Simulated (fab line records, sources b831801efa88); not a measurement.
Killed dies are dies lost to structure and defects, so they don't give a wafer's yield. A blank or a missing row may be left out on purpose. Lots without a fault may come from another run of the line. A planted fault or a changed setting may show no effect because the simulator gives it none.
Which tool did it? | flow sky130 | 12 lots, 36 wafers sampled, at 5 steps of a route of 708

WHAT THE GAUGES READ, wafer by wafer
The record holds no reading of a measuring or inspecting step that can be judged against a usual standard deviation.

WHICH TOOL RAN EACH LOT (tool, then ch and the chambers of the sampled wafers, then the start)
lot  | SKY_VIA1_CLEAN_18               | SKY_METAL4_ETCH_17                 | SKY_VIA4_ETCH_12                   | SKY_METAL5_DESCUM_14              | SKY_PAD_OPEN_PROBE_99
L343 | wet_bench-02 ch 2, day 33 23:28 | rie_diel-03 ch 0,1, day 41 18:17   | rie_diel-04 ch 0,2, day 42 18:49   | rie_metal-04 ch 0, day 43 18:35   | -
L344 | wet_bench-03 ch 1, day 34 03:07 | rie_diel-04 ch 1,2,3, day 41 20:35 | rie_diel-02 ch 0,2,3, day 42 21:20 | rie_metal-02 ch 0, day 43 21:10   | -
L345 | wet_bench-03 ch 2, day 34 19:43 | rie_diel-01 ch 1,2,3, day 42 12:28 | rie_diel-02 ch 1,2,3, day 43 12:52 | rie_metal-02 ch 0,1, day 44 12:35 | -
L346 | wet_bench-02 ch 1, day 35 07:53 | rie_diel-03 ch 0,1, day 42 23:00   | rie_diel-04 ch 0,1,2, day 43 22:34 | rie_metal-03 ch 1, day 44 22:29   | prober-02, day 46 19:12
L347 | wet_bench-01 ch 1, day 35 09:56 | rie_diel-01 ch 1,3, day 43 02:36   | rie_diel-03 ch 0,3, day 44 02:11   | rie_metal-03 ch 1, day 45 01:23   | prober-01, day 46 22:24
L353 | wet_bench-03 ch 3, day 37 11:58 | rie_diel-01 ch 0,2,3, day 44 19:44 | rie_diel-02 ch 0,1,2, day 45 18:35 | rie_metal-02 ch 0,1, day 46 16:29 | prober-01, day 48 12:04
L356 | wet_bench-03 ch 1, day 38 12:06 | rie_diel-01 ch 1,2,3, day 45 14:30 | rie_diel-04 ch 2,3, day 46 12:16   | rie_metal-02 ch 0,1, day 47 10:16 | prober-02, day 49 03:38
L357 | wet_bench-02 ch 3, day 39 02:15 | rie_diel-04 ch 1,2,3, day 46 03:59 | rie_diel-02 ch 0,1,3, day 47 01:41 | rie_metal-04 ch 0,1, day 47 23:23 | -
L361 | wet_bench-02 ch 1, day 39 21:35 | rie_diel-03 ch 0,1, day 46 20:43   | rie_diel-04 ch 0,1,2, day 47 17:32 | rie_metal-02 ch 0,1, day 48 14:13 | prober-01, day 50 04:32
L362 | wet_bench-01 ch 1, day 40 01:41 | rie_diel-01 ch 0,1,2, day 46 22:34 | rie_diel-04 ch 0,1,3, day 47 20:02 | rie_metal-03 ch 0,1, day 48 16:32 | prober-02, day 50 06:10
L363 | wet_bench-02 ch 2, day 40 18:40 | rie_diel-01 ch 0,2, day 47 15:16   | rie_diel-04 ch 1,3, day 48 11:19   | rie_metal-02 ch 0,1, day 49 06:07 | prober-02, day 50 17:47
L365 | wet_bench-02 ch 0, day 41 04:08 | rie_diel-01 ch 1,3, day 47 21:04   | rie_diel-04 ch 0,1, day 48 17:44   | rie_metal-02 ch 0,1, day 49 13:35 | prober-02, day 51 01:49
- SKY_VIA1_CLEAN_18: cleans in IPA, time 180 s.
- SKY_METAL4_ETCH_17: etches SiO2 in C4F8/O2/Ar, stops on TiN, time 3.9 s, target depth 15 nm.
- SKY_VIA4_ETCH_12: etches SiO2 in C4F8/O2/Ar, stops on TiN, target depth 580 nm.
- SKY_METAL5_DESCUM_14: chemistry O2, time 11 s.
- SKY_PAD_OPEN_PROBE_99

WHAT THE TOOLS THEMSELVES READ (means of the sampled wafers that have a number; where no wafer has one, the mark that the record gives instead)
SKY_METAL4_ETCH_17. Usual: oes_product_au 0.753 a.u., standard deviation 0.0067.
lot  | tool        | oes_product_au (a.u.) | flag
L343 | rie_diel-03 | 0.754                 |
L344 | rie_diel-04 | 0.760                 |
L345 | rie_diel-01 | 0.754                 |
L346 | rie_diel-03 | 0.752                 |
L347 | rie_diel-01 | 0.746                 |
L353 | rie_diel-01 | 0.749                 |
L356 | rie_diel-01 | 0.749                 |
L357 | rie_diel-04 | 0.754                 |
L361 | rie_diel-03 | 0.749                 |
L362 | rie_diel-01 | 0.758                 |
L363 | rie_diel-01 | 0.753                 |
L365 | rie_diel-01 | 0.760                 |

SKY_VIA4_ETCH_12. Usual: oes_product_au 0.926 a.u., standard deviation 0.0046.
lot  | tool        | oes_product_au (a.u.) | flag
L343 | rie_diel-04 | 0.925                 |
L344 | rie_diel-02 | 0.923                 |
L345 | rie_diel-02 | 0.924                 |
L346 | rie_diel-04 | 0.922                 |
L347 | rie_diel-03 | 0.924                 |
L353 | rie_diel-02 | 0.930                 |
L356 | rie_diel-04 | 0.930                 |
L357 | rie_diel-02 | 0.929                 |
L361 | rie_diel-04 | 0.929                 |
L362 | rie_diel-04 | 0.922                 |
L363 | rie_diel-04 | 0.926                 |
L365 | rie_diel-04 | 0.927                 |

SKY_METAL5_DESCUM_14. Usual: drypump_motor_current_A 5.7 A, standard deviation 0.4; oes_product_au 1.000 a.u., standard deviation 0.014.
lot  | tool         | drypump_motor_current_A (A) | oes_product_au (a.u.) | flag
L343 | rie_metal-04 | 5.3                         | 1.014                 |
L344 | rie_metal-02 | 5.4                         | 0.993                 |
L345 | rie_metal-02 | 6.0                         | 0.987                 |
L346 | rie_metal-03 | 5.5                         | 1.014                 |
L347 | rie_metal-03 | 5.5                         | 1.016                 |
L353 | rie_metal-02 | 6.0                         | 0.988                 |
L356 | rie_metal-02 | 6.0                         | 0.997                 |
L357 | rie_metal-04 | 5.9                         | 0.996                 |
L361 | rie_metal-02 | 6.0                         | 0.992                 |
L362 | rie_metal-03 | 6.0                         | 0.995                 |
L363 | rie_metal-02 | 6.0                         | 0.986                 |
L365 | rie_metal-02 | 6.0                         | 0.981                 |

SKY_PAD_OPEN_PROBE_99. Usual: defect_limited_yield 82.4 %, standard deviation 1.9; killed_at_M0_to_M3 43, standard deviation 7.1; killed_at_M4_up 3.2, standard deviation 1.7; killed_at_contacts 24, standard deviation 5.6; killed_at_front_end 16, standard deviation 5; killed_at_other 0.4, standard deviation 0.68; killed_dies 86, standard deviation 9.3; killed_open 47, standard deviation 7.1; killed_short 39, standard deviation 5.7; sort_bin_3_pad_short 0.9 %, standard deviation 0.38; sort_bin_5_function 10.4 %, standard deviation 1.5; sort_bin_6_memory 6.3 %, standard deviation 1.3; sort_n_pass 406, standard deviation 9.3; sort_yield_pct 82.4 %, standard deviation 1.9.
lot  | tool      | defect_limited_yield (%) | killed_at_M0_to_M3 | killed_at_M4_up | killed_at_contacts | killed_at_front_end | killed_at_other | killed_dies | killed_open | killed_short | sort_bin_3_pad_short (%) | sort_bin_5_function (%) | sort_bin_6_memory (%) | sort_n_pass | sort_yield_pct (%) | flag
L346 | prober-02 | 83.6                     | 42                 | 1.7             | 20                 | 17                  | 0.3             | 80          | 46          | 34           | 0.7                      | 9.3                     | 6.4                   | 412         | 83.6               |
L347 | prober-01 | 83.8                     | 41                 | 4.7             | 19                 | 15                  | 0.3             | 80          | 39          | 40           | 0.9                      | 9.1                     | 6.2                   | 412         | 83.8               |
L353 | prober-01 | 71.8                     | 106                | 2.7             | 22                 | 7                   | 0.7             | 139         | 43          | 34           | 3.1                      | 17.0                    | 8.0                   | 353         | 71.8               | OFF
L356 | prober-02 | 73.6                     | 87                 | 4.0             | 25                 | 14                  | 0.7             | 130         | 48          | 35           | 3.5                      | 16.8                    | 6.1                   | 362         | 73.6               | OFF
L361 | prober-01 | 81.8                     | 45                 | 3.0             | 28                 | 14                  | 0.3             | 90          | 50          | 40           | 0.9                      | 9.7                     | 7.6                   | 402         | 81.8               |
L362 | prober-02 | 80.9                     | 43                 | 4.0             | 26                 | 21                  | 0.0             | 94          | 52          | 42           | 0.9                      | 11.1                    | 7.2                   | 398         | 80.9               |
L363 | prober-02 | 82.2                     | 40                 | 2.3             | 29                 | 15                  | 0.0             | 87          | 47          | 41           | 0.6                      | 12.0                    | 5.2                   | 405         | 82.2               |
L365 | prober-02 | 82.9                     | 45                 | 3.0             | 20                 | 16                  | 0.0             | 84          | 47          | 37           | 0.9                      | 9.7                     | 6.5                   | 408         | 82.9               |

THE ANSWER, worked out from the rows above alone
Rule: a lot is off if the mean of its wafers that have a number lies more than 3 standard deviations from the usual mean. A lot without any number at a reading at which 4 lots or more have one is off too. The other lots that the step has rows for count as sound. The gauges are gone through in route order, then the tools' own readings, and for those a lot's mean is taken as printed above. The first step at which some lot is off is used, and at that step the reading that is off furthest; a lot without a number counts as furthest.
Off: L353, L356, at SKY_PAD_OPEN_PROBE_99 (killed_at_M0_to_M3). Neither off nor sound, because the step has no rows for them: L343, L344, L345, L357.
A tool fits if, at that step or a process step before it, it ran every lot that is off, and no sound lot after the first of them. One fits: wet_bench-03 at SKY_VIA1_CLEAN_18. It ran no sound lot before its first lot that is off in this sample, so the start can't be narrowed down.

WHAT THE SIMULATOR HAD PUT IN
Chamber particle source: wet_bench-03, from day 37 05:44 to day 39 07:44, at SKY_VIA1_CLEAN_18. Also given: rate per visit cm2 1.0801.
Lots struck among those shown: L353, L356. The rule above found the same.
